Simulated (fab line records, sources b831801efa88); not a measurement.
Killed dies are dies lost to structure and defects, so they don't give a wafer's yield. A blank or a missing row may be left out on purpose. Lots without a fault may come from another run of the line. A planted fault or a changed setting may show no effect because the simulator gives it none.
A struck lot beside a sound one | flow sky130 | 44 steps out of a route of 708
Sound: wafers L318.3, L318.5, L318.6. Struck: wafers L331.1, L331.2, L331.6. The cause comes at the end.
At each step with rows: each side's tool, then ch and its chambers, then its first start. Under that, the readings that differ: sound wafers | struck wafers | difference of the means | sigmas: that difference in standard deviations of wafers without a fault.
alike: readings whose means differ by less than 2 such deviations, and words and numbers that are the same on both sides. not compared: withheld readings, readings that some wafer has no value for, bounds like >300 that may hide the same value, and numbers for which the record gives no deviation and whose values overlap.
The two part at a step that has a row with sigmas, a row that says differs or no value, or rows on one side only. Numbers that don't overlap but have no deviation are shown without sigmas and don't part them. A reading that every wafer of one side lacks parts them only if that side has two wafers or more.

first, 1 step without rows for these wafers: SKY_SONOS_TUNNEL_DEVELOP_06 (develop time 60 s).
SKY_SONOS_TUNNEL_CD_MEAS_07: target cd 410 nm.
  sound on cd_sem-01, day 13 14:17; struck on cd_sem-01, day 17 18:10
  alike: cd_nm
SKY_SONOS_TUNNEL_OVL_MEAS_08:
  sound on overlay-01, day 13 14:23; struck on overlay-01, day 17 18:17
  alike: SONOS_TUNNEL_OVL
then, 3 steps without rows for these wafers: SKY_SONOS_TUNNEL_IMPLANT_09; SKY_SONOS_TUNNEL_WET_ETCH_10 (etches SiO2 in dHF, target depth 14 nm, time 280 s); SKY_SONOS_TUNNEL_STRIP_11 (strips in SPM, time 600 s).
SKY_SONOS_TUNNEL_TW_MEAS_12:
  sound on film_metro-01, day 13 14:50; struck on film_metro-01, day 17 18:44
  alike: SONOS_TUNNEL_TW
then, 2 steps without rows for these wafers: SKY_SONOS_TUNNEL_CLEAN_13 (cleans in dHF, time 20 s); SKY_SONOS_ONO_OXIDATION_00 (stabilise 600 s, purge 300 s, target thk 2.6 nm).
SKY_SONOS_ONO_THK_MEAS_01:
  sound on film_metro-03, day 13 16:23; struck on film_metro-02, day 17 22:56
  alike: SONOS_ONO_OXIDATION_THK
then, 1 step without rows for these wafers: SKY_SONOS_ONO_CVD_02 (deposits Si3N4 from DCS/NH3, target thk 10.5 nm, time 180 s).
SKY_SONOS_ONO_THK_MEAS_03:
  sound on film_metro-02, day 13 18:05; struck on film_metro-03, day 18 01:38
  alike: SONOS_ONO_CVD_02_THK
SKY_SONOS_ONO_CVD_04: deposits SiO2 from SiH4/N2O, target thk 5.7199 nm.
  sound on lpcvd-03 ch 0, day 13 18:08; struck on lpcvd-03 ch 0, day 18 01:41
  reading                                    | sound            | struck            | difference | sigmas
  model.SiO2_of_SONOS_ONO_CVD_04.thk_nm (nm) | 5.817 5.82 5.825 | 5.603 5.506 5.455 | -0.299     |
  alike: zone_power_bottom_pct, zone_power_lower_pct
SKY_SONOS_ONO_THK_MEAS_05:
  sound on film_metro-03, day 13 19:24; struck on film_metro-02, day 18 02:56
  reading                   | sound          | struck         | difference | sigmas
  SONOS_ONO_CVD_04_THK (nm) | 5.81 5.84 5.76 | 5.58 5.48 5.51 | -0.28      | -3
then, 7 steps without rows for these wafers: SKY_SONOS_ONO_DEHYDRATE_06 (time 60 s); SKY_SONOS_ONO_HMDS_07 (prime time 60 s); SKY_SONOS_ONO_COAT_08 (resist thk 1140 nm); SKY_SONOS_ONO_SOFTBAKE_09 (time 60 s); SKY_SONOS_ONO_EXPOSE_10 (exposes mask ONOM, target cd 410 nm); SKY_SONOS_ONO_PEB_11; SKY_SONOS_ONO_DEVELOP_12 (develop time 60 s).
SKY_SONOS_ONO_CD_MEAS_13: target cd 410 nm.
  sound on cd_sem-02, day 14 21:17; struck on cd_sem-01, day 19 08:42
  alike: cd_nm
SKY_SONOS_ONO_OVL_MEAS_14:
  sound on overlay-01, day 14 21:23; struck on overlay-02, day 19 08:49
  alike: SONOS_ONO_OVL
SKY_SONOS_ONO_ETCH_15: etches the open film in CHF3/O2, target depth 19.52 nm, time 7.8 s.
  sound on rie_diel-03 ch 1,2, day 14 21:24; struck on rie_diel-03 ch 0,1, day 19 08:51
  alike: drypump_motor_current_A, oes_product_au, throttle_valve_pct
  not compared: rf_hours_counter_h
then, 1 step without rows for these wafers: SKY_SONOS_ONO_WET_ETCH_16 (etches SiO2 in dHF, target depth 14 nm, time 280 s).
SKY_SONOS_ONO_STRIP_17: strips in O2/N2.
  sound on plasma_asher-04 ch 0,1, day 14 21:32; struck on plasma_asher-04 ch 0,1, day 19 08:58
  alike: drypump_motor_current_A, oes_product_au, strip_time_to_endpoint_s
  not compared: rf_hours_counter_h
then, 3 steps without rows for these wafers: SKY_SONOS_ONO_WET_ETCH_18 (etches Si3N4 in H3PO4, target depth 15 nm, time 172 s); SKY_GATE_OXIDE_CLEAN_00 (cleans in SC1/SC2, time 150 s); SKY_GATE_OXIDE_OXIDATION_01 (stabilise 600 s, purge 300 s, target thk 10.268 nm).
SKY_GATE_OXIDE_THK_MEAS_02:
  sound on film_metro-02, day 15 02:29; struck on film_metro-02, day 19 11:15
  alike: GATE_OXIDE_OXIDATION_00_THK
then, 7 steps without rows for these wafers: SKY_GATE_OXIDE_DEHYDRATE_03 (time 60 s); SKY_GATE_OXIDE_HMDS_04 (prime time 60 s); SKY_GATE_OXIDE_COAT_05 (resist thk 1140 nm); SKY_GATE_OXIDE_SOFTBAKE_06 (time 60 s); SKY_GATE_OXIDE_EXPOSE_07 (exposes mask LVOM, target cd 600 nm); SKY_GATE_OXIDE_PEB_08; SKY_GATE_OXIDE_DEVELOP_09 (develop time 60 s).
SKY_GATE_OXIDE_OVL_MEAS_10:
  sound on overlay-02, day 16 05:25; struck on overlay-02, day 20 17:27
  alike: GATE_OXIDE_OVL
then, 2 steps without rows for these wafers: SKY_GATE_OXIDE_IMPLANT_11; SKY_GATE_OXIDE_WET_ETCH_12 (etches SiO2 in dHF, target depth 16.8 nm, time 336 s).
SKY_GATE_OXIDE_STRIP_13: strips in O2/N2.
  sound on plasma_asher-02 ch 0,1, day 16 05:43; struck on plasma_asher-02 ch 0,1, day 20 17:44
  alike: drypump_motor_current_A, oes_product_au, strip_time_to_endpoint_s
  not compared: rf_hours_counter_h
SKY_GATE_OXIDE_TW_MEAS_14:
  sound on film_metro-03, day 16 05:49; struck on film_metro-03, day 20 17:50
  alike: GATE_OXIDE_TW
SKY_GATE_OXIDE_CLEAN_15: cleans in SC1/SC2, time 150 s.
  sound on wet_bench-04 ch 3, day 16 05:51; struck on wet_bench-02 ch 1, day 20 17:54
  reading                                    | sound             | struck            | difference | sigmas
  model.SiO2_of_SONOS_ONO_CVD_04.thk_nm (nm) | 4.297 4.305 4.305 | 4.082 3.985 3.935 | -0.302     |
-- the record jumps here: 30 days lie between the struck wafers' starts before and after (it left off in module GATE_OXIDE and takes up again in module PAD_OPEN, whose first step shown is number 708 of the route) --
SKY_PAD_OPEN_PROBE_99:
  sound on prober-02, day 47 16:09; struck on prober-02, day 50 11:19
  reading                               | sound                | struck              | difference | sigmas
  killed_at_other                       | 0 1 2                | 0 0 0               | -1         | -2
  model.etest.cap_ono.gate_log10_a_cm2  | -8.004 -7.957 -8.057 | -7.67 -7.558 -7.552 | +0.41      |
  model.etest.cap_ono.tox_acc_nm (nm)   | 12.98 12.94 13.01    | 12.65 12.68 12.56   | -0.35      |
  model.etest.sonos_programmed.vt_v (V) | 1.38 1.438 1.409     | 1.582 1.613 1.631   | +0.200     |
  model.etest.sonos_baked.vt_v (V)      | 0.8725 0.8961 0.8674 | 1.034 1.068 1.084   | +0.183     |
  alike: killed_at_M0_to_M3, killed_at_M4_up, killed_at_contacts, killed_at_front_end, killed_dies, killed_open, killed_short

WHERE THEY PART
First at SKY_SONOS_ONO_THK_MEAS_05; last, within this record, at SKY_PAD_OPEN_PROBE_99.

WHY: what the simulator had put in
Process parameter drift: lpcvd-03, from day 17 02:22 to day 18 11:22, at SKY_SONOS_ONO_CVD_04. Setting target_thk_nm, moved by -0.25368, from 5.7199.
